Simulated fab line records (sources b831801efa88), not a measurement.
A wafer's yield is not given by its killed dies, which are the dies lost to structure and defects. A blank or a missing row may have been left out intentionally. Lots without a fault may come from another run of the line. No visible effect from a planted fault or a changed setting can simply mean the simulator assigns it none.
Which tool did it?    flow sky130    24 lots with 72 wafers sampled at 6 steps, on a route of 708 steps

WHAT THE GAUGES SHOWED, per wafer
SKY_VT_ADJUST_NCORE_TW_MEAS_11.
lot   measured      on             VT_ADJUST_NCORE_TW
L074  day 8 19:19   film_metro-01  216.8 217.6 218.4
L075  day 9 04:31   film_metro-01  216.5 214.8 216.1
L076  day 9 08:09   film_metro-01  213.7 216.3 215.9
L077  day 9 14:02   film_metro-03  218.0 217.1 218.2
L078  day 9 19:23   film_metro-01  216.5 216.7 215.1
L079  day 10 02:50  film_metro-03  217.6 217.1 217.3
L080  day 10 09:19  film_metro-01  215.1 216.6 215.7
L081  day 10 14:56  film_metro-01  216.7 218.1 217.4
L082  day 11 00:34  film_metro-03  216.4 217.9 217.4
L083  day 11 06:28  film_metro-03  216.5 216.5 216.5
L084  day 11 22:11  film_metro-02  216.2 217.4 216.0
L085  day 11 22:29  film_metro-03  216.5 218.0 217.1
L086  day 12 08:08  film_metro-03  218.3 217.5 218.0
L087  day 12 14:48  film_metro-03  218.2 217.9 218.9
L088  day 12 23:13  film_metro-02  216.3 218.2 218.8
L089  day 13 00:29  film_metro-02  214.3 215.4 216.4
L090  day 13 05:41  film_metro-02  215.2 216.0 215.9
L091  day 13 13:26  film_metro-02  215.0 215.7 215.8
L092  day 13 18:35  film_metro-02  216.1 215.4 215.2
L093  day 14 00:02  film_metro-03  218.4 217.3 216.6
L094  day 14 10:36  film_metro-03  218.0 217.0 217.2
L095  day 14 18:30  film_metro-02  217.0 216.9 217.5
L096  day 15 03:56  film_metro-02  216.0 214.9 215.2
L097  day 15 12:24  film_metro-02  216.3 215.5 216.7

SKY_CONTACT_THK_MEAS_03.
lot   measured      on             CONTACT_HDPCVD_THK (nm)
L074  day 31 19:46  film_metro-02  564 566 569
L075  day 31 19:05  film_metro-01  557 562 563
L076  day 31 17:51  film_metro-03  569 569 567
L077  day 31 23:48  film_metro-03  567 571 568
L078  day 31 21:57  film_metro-02  574 581 575
L079  day 31 23:22  film_metro-01  570 572 570
L080  day 32 12:19  film_metro-01  561 564 568
L081  day 32 13:50  film_metro-01  582 586 578
L082  day 33 11:22  film_metro-02  564 561 565
L083  day 33 07:37  film_metro-02  562 567 562
L084  day 34 14:44  film_metro-02  562 570 566
L085  day 34 13:35  film_metro-03  577 566 575
L086  day 34 21:20  film_metro-02  572 559 571
L087  day 34 20:04  film_metro-01  563 572 565
L088  day 35 18:41  film_metro-03  568 570 561
L089  day 35 17:43  film_metro-03  564 558 559
L090  day 35 17:52  film_metro-02  584 571 565
L091  day 35 21:31  film_metro-03  558 552 560
L092  day 35 20:26  film_metro-01  571 576 568
L093  day 36 19:43  film_metro-01  566 571 565
L094  day 37 05:24  film_metro-02  568 560 562
L095  day 37 04:28  film_metro-02  568 570 571
L096  day 37 05:04  film_metro-02  569 567 566
L097  day 37 07:28  film_metro-01  564 565 575

SKY_CAP2M_OVL_MEAS_12.
lot   measured      on          CAP2M_OVL (nm)
L074  day 42 12:19  overlay-01  -0.8 -0.5 0.7
L075  day 42 11:22  overlay-01  0.4 -0.1 -0.9
L076  day 42 10:08  overlay-01  0.6 1.7 0.0
L077  day 42 12:55  overlay-02  -0.6 -0.3 1.2
L078  day 42 12:29  overlay-02  -0.7 0.2 -0.5
L079  day 42 12:37  overlay-02  -0.8 -0.6 -2.2
L080  day 42 13:11  overlay-02  0.3 -1.6 1.8
L081  day 42 13:34  overlay-01  0.9 -0.9 -0.6
L082  day 43 10:22  overlay-02  0.5 0.7 -0.5
L083  day 43 09:04  overlay-01  1.5 -0.3 -0.1
L084  day 44 10:46  overlay-01  0.9 1.9 2.0
L085  day 44 10:05  overlay-02  -2.3 -1.1 -1.8
L086  day 44 14:44  overlay-02  1.4 1.7 1.7
L087  day 44 11:26  overlay-02  -1.5 -1.0 -3.6
L088  day 45 10:13  overlay-01  0.7 1.6 -0.6
L089  day 45 05:37  overlay-02  -2.7 0.7 -0.7
L090  day 45 06:43  overlay-02  -1.3 -0.6 -1.9
L091  day 45 10:38  overlay-01  1.8 -1.9 0.9
L092  day 45 10:20  overlay-02  -0.4 -1.0 -0.5
L093  day 46 05:32  overlay-01  0.8 -0.8 1.1
L094  day 46 16:05  overlay-01  2.7 2.9 1.1
L095  day 46 13:29  overlay-01  -0.3 -2.1 1.7
L096  day 46 13:47  overlay-01  -0.4 1.3 1.0
L097  day 46 15:43  overlay-01  -0.9 0.3 -0.3

SKY_VIA4_RS_MEAS_19: measurement is done with a four-point probe.
lot   measured      on             VIA4_W_RS (ohm/sq)
L074  day 44 13:20  film_metro-01  0.2252 0.2295 0.2295
L075  day 44 12:59  film_metro-01  0.2260 0.2279 0.2286
L076  day 44 10:59  film_metro-01  0.2286 0.2268 0.2244
L077  day 44 14:33  film_metro-02  0.2277 0.2246 0.2254
L078  day 44 13:59  film_metro-03  0.2255 0.2249 0.2259
L079  day 44 14:18  film_metro-02  0.2318 0.2252 0.2248
L080  day 44 14:51  film_metro-02  0.2276 0.2270 0.2255
L081  day 44 15:09  film_metro-01  0.2250 0.2282 0.2279
L082  day 45 09:32  film_metro-01  0.2268 0.2251 0.2259
L083  day 45 08:19  film_metro-02  0.2261 0.2268 0.2275
L084  day 46 09:01  film_metro-03  0.2223 0.2240 0.2256
L085  day 46 08:38  film_metro-02  0.2267 0.2251 0.2247
L086  day 46 13:20  film_metro-03  0.2252 0.2274 0.2290
L087  day 46 11:26  film_metro-02  0.2235 0.2242 0.2265
L088  day 47 08:07  film_metro-02  0.2238 0.2249 0.2273
L089  day 47 03:32  film_metro-03  0.2287 0.2260 0.2265
L090  day 47 04:18  film_metro-01  0.2269 0.2280 0.2269
L091  day 47 09:09  film_metro-03  0.2272 0.2252 0.2284
L092  day 47 08:08  film_metro-03  0.2287 0.2274 0.2255
L093  day 48 01:11  film_metro-02  0.2298 0.2291 0.2290
L094  day 48 12:31  film_metro-03  0.2298 0.2275 0.2292
L095  day 48 10:07  film_metro-01  0.2257 0.2279 0.2279
L096  day 48 09:29  film_metro-02  0.2295 0.2258 0.2327
L097  day 48 12:25  film_metro-01  0.2315 0.2274 0.2285

WHAT TOOL EACH LOT RAN ON (gives the tool, then ch and the chambers of the sampled wafers, and finally the start)
lot   SKY_FIELD_ISO_ETCH_14              SKY_CONTACT_CVD_00
L074  rie_diel-01 ch 1,2,3, day 2 05:11  pecvd-03 ch 0,1,2, day 31 19:37
L075  rie_diel-01 ch 0,1,3, day 2 11:51  pecvd-04 ch 0,1,2, day 31 18:56
L076  rie_diel-01 ch 0,1,3, day 2 17:33  pecvd-02 ch 0,1,2, day 31 17:41
L077  rie_diel-03 ch 0,3, day 2 20:17    pecvd-03 ch 0,2, day 31 23:38
L078  rie_diel-01 ch 1,2,3, day 3 04:26  pecvd-02 ch 0,2, day 31 21:46
L079  rie_diel-02 ch 0,1,3, day 3 08:03  pecvd-04 ch 0,1,2, day 31 23:11
L080  rie_diel-01 ch 0,3, day 3 14:29    pecvd-03 ch 1,2, day 32 12:08
L081  rie_diel-03 ch 1,2, day 3 18:59    pecvd-04 ch 0,1,2, day 32 13:41
L082  rie_diel-02 ch 0,2,3, day 3 22:45  pecvd-03 ch 0,1, day 33 11:12
L083  rie_diel-02 ch 1,2,3, day 4 03:20  pecvd-04 ch 0,2, day 33 07:26
L084  rie_diel-02 ch 1,2, day 4 10:42    pecvd-04 ch 0,2, day 34 14:34
L085  rie_diel-03 ch 1,2,3, day 4 13:27  pecvd-02 ch 0,1, day 34 13:25
L086  rie_diel-01 ch 0,1,2, day 4 19:50  pecvd-02 ch 0,1,2, day 34 21:10
L087  rie_diel-03 ch 1,2,3, day 5 05:15  pecvd-02 ch 1,2, day 34 19:53
L088  rie_diel-01 ch 0,2,3, day 5 08:53  pecvd-02 ch 0,1,2, day 35 18:32
L089  rie_diel-01 ch 0,1, day 5 11:00    pecvd-02 ch 0,1, day 35 17:33
L090  rie_diel-01 ch 0,1,2, day 5 18:17  pecvd-03 ch 0,2, day 35 17:42
L091  rie_diel-03 ch 0,2,3, day 5 21:47  pecvd-04 ch 0,2, day 35 21:19
L092  rie_diel-03 ch 1,2,3, day 6 04:45  pecvd-03 ch 1,2, day 35 20:14
L093  rie_diel-03 ch 2,3, day 6 07:41    pecvd-02 ch 0,1, day 36 19:32
L094  rie_diel-03 ch 0,2, day 6 14:09    pecvd-02 ch 1,2, day 37 05:13
L095  rie_diel-02 ch 1,2,3, day 6 18:48  pecvd-04 ch 0,2, day 37 04:17
L096  rie_diel-02 ch 0,3, day 6 23:38    pecvd-03 ch 0,1,2, day 37 04:53
L097  rie_diel-02 ch 0,1,3, day 7 04:17  pecvd-04 ch 0,1,2, day 37 07:17
- SKY_FIELD_ISO_ETCH_14: etches BARC in N2/H2, stops on SiO2, time 45.9 s, target depth 60 nm.
- SKY_CONTACT_CVD_00: deposits Si3N4, target thk 75 nm.

AS READ BY THE TOOLS THEMSELVES (means over the sampled wafers that have a number; for cases with no such wafer, the mark the record gives instead)
SKY_FIELD_ISO_ETCH_14.
lot   tool         drypump_motor_current_A (A)  n2_flow_sccm (sccm)  oes_product_au (a.u.)  throttle_valve_pct (%)
L074  rie_diel-01  5.7                          99.70                0.854                  13.228
L075  rie_diel-01  5.9                          100.06               0.852                  13.221
L076  rie_diel-01  5.9                          99.86                0.854                  13.223
L077  rie_diel-03  5.7                          99.79                0.854                  13.218
L078  rie_diel-01  5.7                          99.56                0.854                  13.226
L079  rie_diel-02  6.4                          100.06               0.851                  13.219
L080  rie_diel-01  6.1                          99.80                0.853                  13.232
L081  rie_diel-03  5.5                          99.99                0.853                  13.226
L082  rie_diel-02  5.8                          99.90                0.854                  13.225
L083  rie_diel-02  6.0                          99.91                0.859                  13.225
L084  rie_diel-02  6.1                          99.76                0.858                  13.218
L085  rie_diel-03  5.6                          100.04               0.850                  13.220
L086  rie_diel-01  5.8                          100.27               0.859                  13.221
L087  rie_diel-03  5.6                          100.04               0.854                  13.227
L088  rie_diel-01  5.9                          99.98                0.853                  13.233
L089  rie_diel-01  6.0                          99.89                0.859                  13.221
L090  rie_diel-01  5.9                          99.99                0.851                  13.227
L091  rie_diel-03  5.6                          100.05               0.860                  13.232
L092  rie_diel-03  5.6                          99.74                0.855                  13.230
L093  rie_diel-03  5.5                          100.13               0.857                  13.240
L094  rie_diel-03  5.6                          100.10               0.858                  13.227
L095  rie_diel-02  6.0                          99.95                0.852                  13.223
L096  rie_diel-02  6.2                          99.64                0.858                  13.231
L097  rie_diel-02  6.5                          100.38               0.855                  13.219

SKY_CONTACT_CVD_00.
lot   tool      heater_power_w (W)  susceptor_temp_C (C)
L074  pecvd-03  660                 399.79
L075  pecvd-04  776                 399.79
L076  pecvd-02  709                 399.92
L077  pecvd-03  661                 400.06
L078  pecvd-02  750                 399.99
L079  pecvd-04  772                 399.98
L080  pecvd-03  650                 400.00
L081  pecvd-04  713                 400.04
L082  pecvd-03  621                 400.04
L083  pecvd-04  809                 399.84
L084  pecvd-04  867                 400.17
L085  pecvd-02  684                 399.77
L086  pecvd-02  731                 400.11
L087  pecvd-02  684                 400.04
L088  pecvd-02  719                 399.83
L089  pecvd-02  744                 400.11
L090  pecvd-03  649                 400.13
L091  pecvd-04  850                 400.18
L092  pecvd-03  685                 400.07
L093  pecvd-02  741                 400.16
L094  pecvd-02  660                 400.05
L095  pecvd-04  782                 400.02
L096  pecvd-03  688                 399.87
L097  pecvd-04  735                 399.91

THE ANSWER, worked out from the rows above alone
Rule: usual is defined by the lots themselves. The widest of any qualifying gaps counts: lots, ordered by their means at a reading, are off when they make up no more than a third of the lots, leave a main group of 4 or more, and stand apart from it by 3 or more times the standard deviation of that group's means. The tables above print the reading to a certain number of digits; a main group whose means all agree to those digits is not used. Also off: a lot with no number at a reading for which 4 or more lots have one. Any other lot the step has rows for is counted as sound. Order of review: gauges by route order, followed by the tools' own readings, for which a lot's mean as printed above is used. The first step at which some lot is off is used, and at that step the reading that is off furthest; a lot without a number counts as furthest.
None of the lots is off at any reading shown; this tells nothing.

WHAT WAS PUT IN BY THE SIMULATOR
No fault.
